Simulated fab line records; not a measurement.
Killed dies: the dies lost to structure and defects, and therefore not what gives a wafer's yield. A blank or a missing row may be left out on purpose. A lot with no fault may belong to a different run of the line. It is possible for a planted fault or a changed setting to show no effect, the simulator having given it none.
Matching of chambers ; flow sky130 ; cmp-01 running SKY_VIA4_CMP_02: 4 sister chambers
The step polishes SiO2. 14 wafers are shown with their chamber, then 7 later ones without.

## WAFERS PAIRED WITH THEIR CHAMBERS
wafer;chamber;motorCurrentA (A)
L144.3;2;13.0
L144.5;0;12.0
L144.6;1;12.1
L147.1;1;12.6
L147.4;2;13.1
L147.5;0;12.5
L152.3;0;12.5
L152.5;0;12.5
L152.6;3;13.6
L162.2;2;13.4
L162.5;1;12.9
L162.6;0;12.3
L163.1;2;12.7
L163.2;3;13.6

SIGNATURES, as means of the wafers listed above
reading;chamber 0;chamber 1;chamber 2;chamber 3;scatter within a chamber
motorCurrentA;12.360;12.533;13.050;13.600;0.277
Rule: a wafer's distance from a chamber is the root of the sum, over the readings, of the square of ((its reading less the chamber's mean) divided by the reading's scatter). The wafer belongs to the nearest chamber; if the next one is less than 2 further off, it can't be placed. How the scatter is found: for the shown wafers, subtract from each reading the mean of its chamber, square and add these, divide the total by (wafers less chambers), then take the root.

## WAFERS WHOSE CHAMBER IS MISSING
wafer;motorCurrentA (A)
L163.4;13.0
L166.3;12.9
L166.4;12.2
L166.5;12.6
L167.2;12.7
L167.3;12.4
L167.4;13.1

## EACH ONE'S CHAMBER
wafer;from the rows above;in truth
L163.4;can't be placed: 2 or 1 or 3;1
L166.3;can't be placed: 2 or 1 or 0 or 3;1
L166.4;can't be placed: 0 or 1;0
L166.5;can't be placed: 1 or 0 or 2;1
L167.2;can't be placed: 1 or 0 or 2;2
L167.3;can't be placed: 0 or 1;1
L167.4;can't be placed: 2 or 3 or 1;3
0 of 7 placed correctly. Unplaceable from these rows: 7, with the true chamber sitting among the candidates in 7. Wrongly placed: 0.
